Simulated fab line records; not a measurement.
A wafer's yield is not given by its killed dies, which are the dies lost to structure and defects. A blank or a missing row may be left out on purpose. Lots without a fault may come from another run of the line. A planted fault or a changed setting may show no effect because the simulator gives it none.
What tool caused it? + flow sky130 + at 1 step of a route of 708, 12 lots with 36 wafers sampled

## WHAT THE GAUGES READ, wafer by wafer
SKY_VIA1_THK_MEAS_23: measures by xrf.
| lot  | measured     | on            | VIA1_W_THK (nm) |
|------|--------------|---------------|-----------------|
| L075 | day 34 01:56 | film-metro-04 | 265 269 266     |
| L077 | day 35 10:20 | film-metro-03 | 271 279 269     |
| L079 | day 36 05:40 | film-metro-03 | 279 279 271     |
| L081 | day 36 18:44 | film-metro-03 | 275 278 267     |
| L083 | day 37 12:22 | film-metro-04 | 272 272 271     |
| L085 | day 38 09:38 | film-metro-02 | 276 286 278     |
| L086 | day 38 10:41 | film-metro-03 | 271 285 283     |
| L089 | day 38 20:31 | film-metro-04 | 270 272 285     |
| L091 | day 39 12:13 | film-metro-03 | 274 270 262     |
| L093 | day 39 19:46 | film-metro-02 | 283 281 285     |
| L095 | day 40 16:28 | film-metro-03 | 274 285 285     |
| L097 | day 41 10:13 | film-metro-04 | 269 268 278     |

## EACH LOT AND THE TOOL THAT RAN IT (in order: tool; ch and the chambers of the sampled wafers; start)
No process step before these readings appears in the record.

## THE ANSWER, worked out from the rows above alone
Rule: the usual values come from the lots themselves. The widest of any qualifying gaps counts: lots, ordered by their means at a reading, are off when they make up no more than a third of the lots, leave a main group of 4 or more, and stand apart from it by 3 or more times the standard deviation of that group's means. Not used: any main group whose means are identical at the precision the tables above print for the reading. A lot without any number at a reading at which 4 lots or more have one is off too. Where the step has rows for the other lots, those lots are counted as sound.
No lot is off on any of the readings shown, so nothing can be concluded from this.

## WHAT THE SIMULATOR HAD PUT IN
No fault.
